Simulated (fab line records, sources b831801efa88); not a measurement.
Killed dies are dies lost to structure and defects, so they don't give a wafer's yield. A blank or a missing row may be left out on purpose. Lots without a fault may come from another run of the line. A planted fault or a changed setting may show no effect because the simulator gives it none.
A struck lot beside a sound one | flow sky130 | 15 steps out of a route of 708
Sound: wafers L616.2, L616.4, L616.5. Struck: wafers L622.3, L622.5, L622.6. The cause comes at the end.
At each step with rows: each side's tool, then ch and its chambers, then its first start. Under that, the readings that differ: sound wafers | struck wafers | difference of the means | sigmas: that difference in standard deviations of wafers without a fault.
alike: readings whose means differ by less than 2 such deviations, and words and numbers that are the same on both sides. not compared: withheld readings, readings that some wafer has no value for, bounds like >300 that may hide the same value, and numbers for which the record gives no deviation and whose values overlap.
The two part at a step that has a row with sigmas, a row that says differs or no value, or rows on one side only. Numbers that don't overlap but have no deviation are shown without sigmas and don't part them. A reading that every wafer of one side lacks parts them only if that side has two wafers or more.

first, 2 steps without rows for these wafers: SKY_CONTACT_PEB_12; SKY_CONTACT_DEVELOP_13 (develop time 58.9 s).
SKY_CONTACT_CD_MEAS_14: target cd 170 nm.
  sound on cd_sem-01, day 32 08:55; struck on cd_sem-01, day 34 08:44
  alike: cd_nm
SKY_CONTACT_OVL_MEAS_15:
  sound on overlay-02, day 32 09:01; struck on overlay-01, day 34 08:49
  alike: CONTACT_OVL
SKY_CONTACT_ETCH_16: etches BARC in N2/H2, stops on SiO2, time 45.9 s, target depth 60 nm.
  sound on rie_diel-03 ch 0,1,2, day 32 09:02; struck on rie_diel-03 ch 0,1,2, day 34 08:50
  alike: drypump_motor_current_A, oes_product_au, throttle_valve_pct
  not compared: rf_hours_counter_h
SKY_CONTACT_ETCH_17: etches SiO2 in C4F8/O2/Ar, stops on Si3N4, target depth 340 nm.
  sound on rie_diel-03 ch 0,1,2, day 32 09:05; struck on rie_diel-03 ch 0,1,2, day 34 08:53
  alike: oes_product_au
SKY_CONTACT_ETCH_18: etches Si3N4 in CHF3/O2, stops on TiN, time 39 s, target depth 75 nm.
  sound on rie_diel-03 ch 0,1,2; struck on rie_diel-03 ch 0,1,2
  alike: drypump_motor_current_A, oes_product_au, throttle_valve_pct
  not compared: rf_hours_counter_h
SKY_CONTACT_STRIP_19: strips in O2/N2.
  sound on plasma_asher-04 ch 0,1, day 32 09:10; struck on plasma_asher-04 ch 0,1, day 34 09:01
  alike: drypump_motor_current_A, oes_product_au, strip_time_to_endpoint_s
  not compared: rf_hours_counter_h
then, 3 steps without rows for these wafers: SKY_CONTACT_STRIP_20 (strips in post etch residue remover, time 1200 s); SKY_CONTACT_CLEAN_21 (cleans in IPA, time 180 s); SKY_CONTACT_CLEAN_22 (cleans in O3/DIW).
SKY_CONTACT_SPUTTER_23: material TiN, target thk 20 nm, time 80 s.
  sound on pvd_sputter-01, day 32 09:46; struck on pvd_sputter-01, day 34 09:34
  alike: throttle_valve_pct
SKY_CONTACT_CVD_24: deposits W, target thk 340 nm, time 102.12 s.
  sound on cvd_w-02 ch 0,1, day 32 09:50; struck on cvd_w-01 ch 0,1, day 34 09:40
  reading                      | sound             | struck            | difference | sigmas
  chamber_pressure_Torr (Torr) | 39.94 40.01 39.96 | 41.34 41.48 41.41 | +1.44      | +19
  alike: heater_power_w
SKY_CONTACT_RS_MEAS_25: measures by four-point-probe.
  sound on film_metro-03, day 32 09:58; struck on film_metro-03, day 34 09:47
  reading               | sound             | struck            | difference | sigmas
  CONTACT_W_RS (ohm/sq) | 0.331 0.344 0.346 | 0.330 0.331 0.325 | -0.012     | -2
-- the record jumps here: 13 days lie between the struck wafers' starts before and after (it left off in module CONTACT and takes up again in module PAD_OPEN, whose first step shown is number 708 of the route) --
SKY_PAD_OPEN_PROBE_99:
  sound on prober-01, day 46 09:44; struck on prober-02, day 47 21:43
  alike: killed_at_M0_to_M3, killed_at_M4_up, killed_at_contacts, killed_at_front_end, killed_at_other, killed_dies, killed_open, killed_short

WHERE THEY PART
First at SKY_CONTACT_CVD_24; last, within this record, at SKY_CONTACT_RS_MEAS_25. Later steps at which nothing parts them and some readings are alike: SKY_PAD_OPEN_PROBE_99.

WHY: what the simulator had put in
Process parameter drift: cvd_w-01, from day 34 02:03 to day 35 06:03, at SKY_CONTACT_CVD_24. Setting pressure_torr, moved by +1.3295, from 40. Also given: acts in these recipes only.
